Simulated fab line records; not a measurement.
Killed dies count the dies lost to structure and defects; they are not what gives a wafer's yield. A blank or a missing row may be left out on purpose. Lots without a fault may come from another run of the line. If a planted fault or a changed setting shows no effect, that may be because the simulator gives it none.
Which tool is to blame? | flow gf180mcu | 12 lots with 36 wafers sampled at 4 steps, on a route of 602 steps

## WHAT THE GAUGES READ, wafer by wafer
GF_MVSD_TW_MEAS_11. Usual: MVSD_TW typically reads 1578, with standard deviation 13.
lot  | measured    | on            | MVSD_TW        | flag
L881 | day 5 04:21 | film metro-02 | 1927 1941 1928 | OFF
L882 | day 5 06:25 | film metro-03 | 1925 1907 1911 | OFF
L890 | day 6 17:20 | film metro-03 | 1575 1575 1580 |
L894 | day 7 14:48 | film metro-03 | 1554 1558 1559 |
L895 | day 7 19:46 | film metro-03 | 1575 1564 1566 |
L897 | day 8 07:59 | film metro-03 | 1569 1555 1566 |
L898 | day 8 11:30 | film metro-02 | 1593 1597 1599 |
L899 | day 8 17:07 | film metro-01 | 1595 1600 1594 |
L901 | day 9 04:57 | film metro-01 | 1587 1583 1582 |
L902 | day 9 10:48 | film metro-02 | 1597 1596 1585 |
L903 | day 9 14:18 | film metro-01 | 1582 1595 1592 |
L904 | day 9 20:13 | film metro-01 | 1588 1580 1588 |

GF_MVPSD_OVL_MEAS_07. Usual: MVPSD_OVL typically reads 0.4 nm, with standard deviation 1.2.
lot  | measured     | on         | MVPSD_OVL (nm) | flag
L881 | day 5 17:53  | overlay-02 | 0.9 0.8 0.7    |
L882 | day 5 19:20  | overlay-02 | 2.0 1.4 0.9    |
L890 | day 7 08:14  | overlay-02 | -0.7 0.9 1.3   |
L894 | day 8 07:27  | overlay-01 | 0.0 0.3 -0.1   |
L895 | day 8 11:14  | overlay-02 | 0.9 1.5 2.5    |
L897 | day 9 00:12  | overlay-01 | 0.7 -0.5 0.1   |
L898 | day 9 03:30  | overlay-01 | 0.3 1.0 -0.4   |
L899 | day 9 08:50  | overlay-02 | -0.1 -0.6 1.0  |
L901 | day 9 21:57  | overlay-02 | -0.2 -0.4 0.5  |
L902 | day 10 03:48 | overlay-02 | 3.0 -0.5 1.2   |
L903 | day 10 07:42 | overlay-02 | -0.7 1.2 0.2   |
L904 | day 10 12:55 | overlay-01 | 0.6 2.1 1.1    |

GF_VT_IMPLANT_RS_MEAS_46: a four-point-probe measurement. Usual: MVSD_RS typically reads 457.2 ohm/sq, with standard deviation 1.2.
lot  | measured     | on            | MVSD_RS (ohm/sq)  | flag
L881 | day 8 08:03  | film metro-01 | 336.9 336.7 336.3 | OFF
L882 | day 8 09:51  | film metro-03 | 335.4 335.0 334.6 | OFF
L890 | day 10 02:00 | film metro-02 | 457.8 457.7 456.2 |
L894 | day 11 03:49 | film metro-02 | 458.7 457.7 458.9 |
L895 | day 11 08:54 | film metro-01 | 454.8 455.9 457.0 |
L897 | day 11 23:31 | film metro-01 | 457.5 457.7 457.9 |
L898 | day 12 03:53 | film metro-02 | 457.7 455.9 457.0 |
L899 | day 12 08:32 | film metro-02 | 457.8 457.5 456.2 |
L901 | day 13 00:28 | film metro-02 | 458.4 458.6 459.0 |
L902 | day 13 07:07 | film metro-03 | 455.8 456.2 455.8 |
L903 | day 13 11:28 | film metro-02 | 456.5 455.7 455.1 |
L904 | day 13 17:26 | film metro-01 | 456.3 457.2 456.3 |

## EACH LOT AND THE TOOL THAT RAN IT (in order: tool; ch and the chambers of the sampled wafers; start)
lot  | GF_MVSD_IMPLANT_08
L881 | implanter-01 ch 0, day 5 03:38
L882 | implanter-01 ch 0, day 5 05:42
L890 | implanter-01 ch 0, day 6 16:56
L894 | implanter-02 ch 0, day 7 14:25
L895 | implanter-03 ch 0, day 7 19:22
L897 | implanter-02 ch 0, day 8 07:36
L898 | implanter-03 ch 0, day 8 11:08
L899 | implanter-03 ch 0, day 8 16:43
L901 | implanter-01 ch 0, day 9 04:34
L902 | implanter-02 ch 0, day 9 10:13
L903 | implanter-01 ch 0, day 9 13:55
L904 | implanter-03 ch 0, day 9 19:51
- GF_MVSD_IMPLANT_08

## AS READ BY THE TOOLS THEMSELVES (means over the sampled wafers that have a number; for cases with no such wafer, the mark the record gives instead)
The record holds no such reading with a usual standard deviation.

## THE ANSWER, worked out from the rows above alone
Rule: a lot is off if the mean of its wafers that have a number lies more than 3 standard deviations from the usual mean. A lot without any number at a reading at which 4 lots or more have one is off too. Any other lot the step has rows for is counted as sound. After the gauges, taken in route order, come the tools' own readings; for these a lot's mean is taken, as printed above. At the first step where some lot is off, the reading lying furthest off is the one used; lots without a number count as furthest.
Off: at GF_MVSD_TW_MEAS_11 (MVSD_TW), L881, L882.
If a tool, at a process step before that reading, ran all the lots that are off and no sound lot after the first of them, it fits. Gauges at GF_MVSD_TW_MEAS_11: tried the same way as those tools. Of those tried, none fits.

## WHAT HAD BEEN PUT IN BY THE SIMULATOR
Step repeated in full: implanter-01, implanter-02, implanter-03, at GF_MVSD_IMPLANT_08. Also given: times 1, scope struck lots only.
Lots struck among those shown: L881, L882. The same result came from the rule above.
